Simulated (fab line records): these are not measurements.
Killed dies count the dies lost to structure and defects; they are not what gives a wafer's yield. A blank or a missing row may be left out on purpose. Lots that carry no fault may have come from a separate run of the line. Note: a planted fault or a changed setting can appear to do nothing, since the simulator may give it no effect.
fab line records	flow gf180mcu
[record] lots = 7	wafers = 21	last-day = 33
route steps=602 shown V4@480
lots that met no fault: from a run of the same line without faults
start-h: hours from the record's opening day to when the first of the lot's shown wafers began	wait-h: time in hours since the lot's previous step	" identical to the entry in the row above	L1.1+2: several wafers, shown together as one row	- either no value or no given start	* or withheld: withheld	< > ~ a bound
route shown NAME@n: NAME is a module with steps in the file, n the number in the route of the first one	usual: the fault-free wafers' mean and standard deviation	same: alike in all rows	chamber/n: place in a boat	sites: each site's reading	_std_site: standard deviation of those values	_edge_site: mean of outer sites minus mean of inner sites	radius-mm: for every site, how far away it sits from the centre of the wafer	mask NAME#n: copy n	behind: the last tool/chamber to shape the wafer	hold: reason for holding the lot/hours on hold/outcome of the hold	device: names the non-switching transistor (n, p or np)	end of line: the tests these same wafers got at the end of their route	step lacking rows: just its recipe	killed: dies that structure and defects cost at the first sort, which is not the same as the wafer's yield	map: shows each die of a wafer: x if killed, . if not, _ if none is there
set.NAME: the setting as run; set.NAME@STEP: as run at that earlier step	model.NAME: the simulator's own value behind a step, which no gauge read
lots seen at some steps along the route; tables by step, rows by wafer
services: from which hour (start-h, from the record's first day; less than 0 if before it) a tool's chamber was out of use, for how many hours, and why
[[steps]]
[step GF_V4_CMP_04]
[recipe] material = SiO2	down-force-psi = 4	platen-rpm = 60	pad-velocity-m-s = 0.94248
[usual] head-pressure-psi = 4.001/0.0092	motor-current-A = 12.8/0.96	time-to-endpoint-s = 83/5.9
lot.wafer	tool	chamber	start-h	wait-h	head-pressure-psi	motor-current-A	time-to-endpoint-s
L763.4	cmp-02	2	557.34	0.0	4.003	12.9	91
L763.3	"	1	"	"	3.984	13.3	77
L763.6	"	2	"	"	3.985	13.3	88
L764.4	cmp-01	1	561.55	0.2	3.988	12.0	71
L764.6	"	2	"	"	4.006	12.4	86
L764.5	"	3	"	"	4.000	14.0	82
L769.3	cmp-02	2	605.25	0.1	3.997	13.2	90
L769.2	"	3	"	"	3.994	15.0	80
L769.5	"	1	"	"	3.992	12.8	86
L770.4	cmp-02	1	608.86	0.2	3.997	12.7	81
L770.5	"	1	"	"	4.001	13.2	83
L770.6	"	2	"	"	4.003	13.4	86
L771.4	cmp-01	0	623.25	0.1	3.997	12.1	89
L771.2	"	1	"	"	3.992	11.4	79
L771.6	"	2	"	"	3.985	12.2	82
L779.3	cmp-01	0	682.15	0.1	3.999	12.1	83
L779.6	"	2	"	"	4.016	11.8	88
L779.5	"	3	"	"	3.992	14.4	76
L781.3	cmp-01	1	692.38	0.0	3.991	11.9	74
L781.4	"	0	"	"	3.994	12.4	93
L781.5	"	1	"	"	4.013	12.4	82
[step GF_V4_BOW_MEAS_05]
[recipe] mode = bow
[usual] V4_BOW = 130/8.5
lot.wafer	tool	chamber	start-h	wait-h	V4_BOW[um]
L763.3	film-metro-01	-	557.68	0.1	130
L763.4	"	-	"	"	138
L763.6	"	-	"	"	132
L764.4	film-metro-04	-	561.76	0.2	130
L764.5	"	-	"	"	116
L764.6	"	-	"	"	124
L769.2	film-metro-01	-	605.52	0.2	124
L769.3	"	-	"	"	117
L769.5	"	-	"	"	115
L770.4	film-metro-02	-	609.22	0.3	123
L770.5	"	-	"	"	128
L770.6	"	-	"	"	125
L771.2	film-metro-01	-	623.47	0.1	140
L771.4	"	-	"	"	136
L771.6	"	-	"	"	128
L779.3	film-metro-02	-	682.39	0.2	135
L779.5	"	-	"	"	146
L779.6	"	-	"	"	127
L781.3	film-metro-04	-	692.72	0.3	123
L781.4	"	-	"	"	119
L781.5	"	-	"	"	117
[step GF_V4_DEHYDRATE_06]
[recipe] temp-c = 200	time-s = 60
[step GF_V4_HMDS_07]
[recipe] prime-time-s = 60	prime-temp-c = 120
[step GF_V4_COAT_08]
[recipe] resist = BARC	temp-c = withheld	time-s = withheld	spin-rpm = withheld	resist-thk-nm = withheld
[step GF_V4_COAT_09]
[recipe] resist = KrF	spin-rpm = withheld	resist-thk-nm = 1000
[step GF_V4_SOFTBAKE_10]
[recipe] temp-c = 130	time-s = 60	resist = KrF
[step GF_V4_EXPOSE_11]
[recipe] mask-id = Via4	target-cd-nm = 260	na = 0.68	source-shape = conventional	sigma-outer = 0.6	dose-mj = 38
[step GF_V4_PEB_12]
[recipe] peb-temp-c = 135	peb-time-s = 90	resist = KrF
[step GF_V4_DEVELOP_13]
[recipe] develop-time-s = 60	resist = KrF	dev-temp-c = 21
[step GF_V4_CD_MEAS_14]
[recipe] target-cd-nm = 260
[usual] cd-nm = 259.8/1.3
lot.wafer	tool	chamber	start-h	wait-h	cd-nm
L763.3	cd-sem-02	-	579.93	0.1	259.0
L763.4	"	-	"	"	258.3
L763.6	"	-	"	"	258.6
L764.4	cd-sem-01	-	583.45	0.1	259.4
L764.5	"	-	"	"	259.3
L764.6	"	-	"	"	260.4
L769.2	cd-sem-01	-	625.55	0.1	259.7
L769.3	"	-	"	"	257.9
L769.5	"	-	"	"	260.3
L770.4	cd-sem-01	-	629.95	0.1	261.1
L770.5	"	-	"	"	259.5
L770.6	"	-	"	"	259.8
L771.2	cd-sem-01	-	643.61	0.1	258.9
L771.4	"	-	"	"	259.3
L771.6	"	-	"	"	259.5
L779.3	cd-sem-02	-	700.58	0.1	257.8
L779.5	"	-	"	"	257.6
L779.6	"	-	"	"	256.6
L781.3	cd-sem-01	-	710.88	0.1	259.7
L781.4	"	-	"	"	259.7
L781.5	"	-	"	"	259.0
[step GF_V4_OVL_MEAS_15]
[usual] V4_OVL = -2/3.8
lot.wafer	tool	chamber	start-h	wait-h	V4_OVL[nm]
L763.3	overlay-01	-	580.02	0.1	-5
L763.4	"	-	"	"	-5
L763.6	"	-	"	"	-4
L764.4	overlay-02	-	583.53	0.1	-10
L764.5	"	-	"	"	-6
L764.6	"	-	"	"	-8
L769.2	overlay-01	-	625.65	0.1	0
L769.3	"	-	"	"	8
L769.5	"	-	"	"	3
L770.4	overlay-01	-	630.03	0.1	-1
L770.5	"	-	"	"	-2
L770.6	"	-	"	"	-4
L771.2	overlay-02	-	643.71	0.1	-2
L771.4	"	-	"	"	0
L771.6	"	-	"	"	-4
L779.3	overlay-01	-	700.67	0.1	0
L779.5	"	-	"	"	-4
L779.6	"	-	"	"	-6
L781.3	overlay-02	-	710.97	0.1	-1
L781.4	"	-	"	"	3
L781.5	"	-	"	"	0
[step GF_V4_ETCH_16]
[recipe] chemistry = N2/H2	target-depth-a = withheld	overetch-a = withheld	time-s = withheld	target = BARC	ion-energy-ev = 200	source-w = 500	bias-w = 100	pressure-mtorr = 30	n2-flow-sccm = 100	h2-flow-sccm = 200
[usual] bias-w = 100.00/0.29	chamber-pressure-mTorr = 29.999/0.029	drypump-motor-current-A = 5.5/0.38	oes-product-au = 0.854/0.0046	rf-fwd-power-W = 494.9/1.8	throttle-valve-pct = 13.225/0.0094
lot.wafer	tool	chamber	start-h	wait-h	bias-w	chamber-pressure-mTorr	drypump-motor-current-A	oes-product-au	rf-fwd-power-W	throttle-valve-pct
L763.3	rie-diel-04	1	580.04	0.0	100.14	29.986	6.1	0.853	494.3	13.226
L763.4	"	3	"	"	100.37	29.979	5.2	0.859	496.4	13.207
L763.6	"	2	"	"	99.86	30.031	6.2	0.855	495.8	13.235
L764.4	rie-diel-02	2	583.54	0.0	100.33	29.998	5.8	0.857	495.8	13.239
L764.5	"	1	"	"	100.34	29.950	5.6	0.853	495.8	13.230
L764.6	"	2	"	"	100.73	29.951	5.8	0.854	493.3	13.208
L769.2	rie-diel-01	1	625.68	0.0	-	-	-	-	-	-
L769.3	"	2	"	"	-	-	-	-	-	-
L769.5	"	0	"	"	-	-	-	-	-	-
L770.4	rie-diel-01	1	630.07	0.0	-	-	-	-	-	-
L770.5	"	2	"	"	-	-	-	-	-	-
L770.6	"	0	"	"	-	-	-	-	-	-
L771.2	rie-diel-02	3	643.74	0.0	-	-	-	-	-	-
L771.4	"	1	"	"	-	-	-	-	-	-
L771.6	"	3	"	"	-	-	-	-	-	-
L779.3	rie-diel-02	2	700.69	0.0	100.19	29.999	5.8	0.846	494.3	13.225
L779.5	"	0	"	"	99.93	29.984	5.3	0.863	494.2	13.227
L779.6	"	1	"	"	99.85	30.028	5.6	0.854	493.7	13.217
L781.3	rie-diel-01	2	710.99	0.0	100.11	29.985	5.6	0.854	494.9	13.230
L781.4	"	1	"	"	99.79	30.000	5.6	0.857	498.4	13.227
L781.5	"	0	"	"	100.32	29.970	5.0	0.862	493.4	13.241
[step GF_V4_ETCH_17]
[recipe] chemistry = C4F8/O2/Ar	mask-material = KrF	target = SiO2	stop-on = TiN	source-w = 1500	bias-w = 1200	pressure-mtorr = 40	c4f8-flow-sccm = withheld	O2_flow_sccm = 6	Ar_flow_sccm = 300	time-s = withheld	target-depth-a = 6300
[usual] bias-w = 1200/3.4	chamber-pressure-mTorr = 40.00/0.036	oes-product-au = 0.856/0.0046	rf-fwd-power-W = 1492/5.1
lot.wafer	tool	chamber	start-h	wait-h	bias-w	chamber-pressure-mTorr	oes-product-au	rf-fwd-power-W
L763.3	rie-diel-04	1	-	-	1196	39.97	0.856	1486
L763.4	"	3	"	"	1200	39.98	0.862	1497
L763.6	"	2	"	"	1201	39.98	0.857	1501
L764.4	rie-diel-02	2	-	-	1196	39.99	0.856	1483
L764.5	"	1	"	"	1204	39.98	0.858	1497
L764.6	"	2	"	"	1198	40.00	0.858	1493
L769.2	rie-diel-01	1	-	-	1196	39.98	0.370	1490
L769.3	"	2	"	"	1195	40.05	0.370	1481
L769.5	"	0	"	"	1199	40.04	0.381	1493
L770.4	rie-diel-01	1	-	-	1203	39.92	0.383	1497
L770.5	"	2	"	"	1194	39.97	0.379	1500
L770.6	"	0	"	"	1197	39.98	0.382	1490
L771.2	rie-diel-02	3	-	-	1204	40.00	0.377	1492
L771.4	"	1	"	"	1201	40.05	0.377	1490
L771.6	"	3	"	"	1206	39.99	0.370	1492
L779.3	rie-diel-02	2	-	-	1204	40.01	0.854	1487
L779.5	"	0	"	"	1196	40.00	0.857	1490
L779.6	"	1	"	"	1204	39.95	0.863	1496
L781.3	rie-diel-01	2	-	-	1197	40.01	0.860	1502
L781.4	"	1	"	"	1201	39.98	0.861	1496
L781.5	"	0	"	"	1199	40.05	0.856	1488
[step GF_V4_STRIP_18]
[recipe] chemistry = O2/N2	power-w = 1400	pressure-mtorr = 1500	platen-temp-c = 250	o2-flow-sccm = 3000	n2-flow-sccm = 300	overash-fraction = 0.5
[usual] drypump-motor-current-A = 5.8/0.53	heater-power-w = 318/16	oes-product-au = 0.592/0.0047
[same] overash-fraction = 0.5
lot.wafer	tool	chamber	start-h	wait-h	drypump-motor-current-A	heater-power-w	oes-product-au	rf-hours-counter-h
L763.3	plasma-asher-02	1	580.21	-	6.0	324	0.598	-
L763.4	"	0	"	"	6.3	300	0.589	-
L763.6	"	0	"	"	6.3	299	0.602	-
L764.4	plasma-asher-04	1	583.71	-	5.3	303	0.593	-
L764.5	"	0	"	"	5.0	347	0.602	-
L764.6	"	1	"	"	5.3	301	0.599	-
L769.2	plasma-asher-02	0	625.81	-	6.3	303	0.602	101
L769.3	"	0	"	"	6.3	304	0.607	-
L769.5	"	1	"	"	5.9	321	0.607	-
L770.4	plasma-asher-02	0	630.21	-	6.2	311	0.605	-
L770.5	"	1	"	"	6.0	325	0.609	-
L770.6	"	0	"	"	6.3	301	0.606	-
L771.2	plasma-asher-04	0	643.87	-	4.9	349	0.607	23
L771.4	"	0	"	"	5.0	344	0.605	-
L771.6	"	0	"	"	5.0	353	0.613	-
L779.3	plasma-asher-02	0	700.86	-	6.3	299	0.600	-
L779.5	"	1	"	"	6.0	329	0.591	-
L779.6	"	0	"	"	6.3	292	0.586	-
L781.3	plasma-asher-02	0	711.16	-	6.3	309	0.591	-
L781.4	"	1	"	"	6.0	333	0.594	-
L781.5	"	1	"	"	6.0	326	0.596	-
[step GF_V4_STRIP_19]
[recipe] chemistry = post-etch-residue-remover	time-s = 1200	temp-c = 72.5
[[services]]
tool	chamber	start-h	hours	kind
rie-diel-01	1	536.02	7.9	repair
rie-diel-04	0	537.85	13.1	repair
rie-diel-01	0	539.48	18.9	repair
rie-diel-01	2	543.88	19.3	repair
rie-diel-01	3	553.85	4.4	repair
rie-diel-01	-	564.71	4.7	repair
cmp-02	-	572.00	4.0	pm
cmp-02	-	586.80	4.7	repair
rie-diel-04	1	589.23	11.7	repair
rie-diel-02	2	596.75	1.4	repair
cmp-01	-	605.38	3.5	repair
rie-diel-02	3	614.94	-	clean
rie-diel-02	3	614.94	19.4	scheduled-down
rie-diel-02	3	614.94	19.4	vent-cycle
rie-diel-01	3	627.24	-	clean
rie-diel-02	2	637.39	2.9	repair
rie-diel-04	2	640.61	1.8	repair
cmp-02	-	651.51	0.3	repair
rie-diel-02	-	654.51	2.8	pm
plasma-asher-02	-	656.66	4.0	repair
plasma-asher-04	-	669.91	36.1	pm
rie-diel-04	2	670.08	32.9	repair
plasma-asher-02	-	685.70	0.8	repair
cmp-02	-	708.95	13.5	pm
[[key]]
[first-sign] step = GF_V4_ETCH_16	reading = tool-record	direction = missing
[effect] step = GF_V4_ETCH_17	reading = oes-product-au	direction = down	sigmas = 99+	usual = 0.856	struck = 0.377
[effect] step = GF_V4_STRIP_18	reading = oes-product-au	direction = up	sigmas = 3.1	usual = 0.592	struck = 0.607
met-at GF_V4_ETCH_16
struck-wafers L769.2,L769.3,L769.5,L770.4,L770.5,L770.6,L771.2,L771.4,L771.6
later-rows-left-out L769.2,L769.3,L769.5,L770.4,L770.5,L770.6,L771.2,L771.4,L771.6
sort-left-out L769.2,L769.3,L769.5,L770.4,L770.5,L770.6,L771.2,L771.4,L771.6
onset-between 583.54 625.68
[fault] kind = skipped-step-whole	tool = rie-diel-01,rie-diel-02	chamber = -	onset-h = 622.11	steps = GF_V4_ETCH_16	scope = struck-lots-only
// sort-left-out: the simulated sort isn't trusted on such a fault, so these wafers' sort isn't shown, and their yield isn't known
// later-rows-left-out: the simulator's readings of these wafers behind a module that went badly wrong aren't trusted and aren't shown, but for the sort
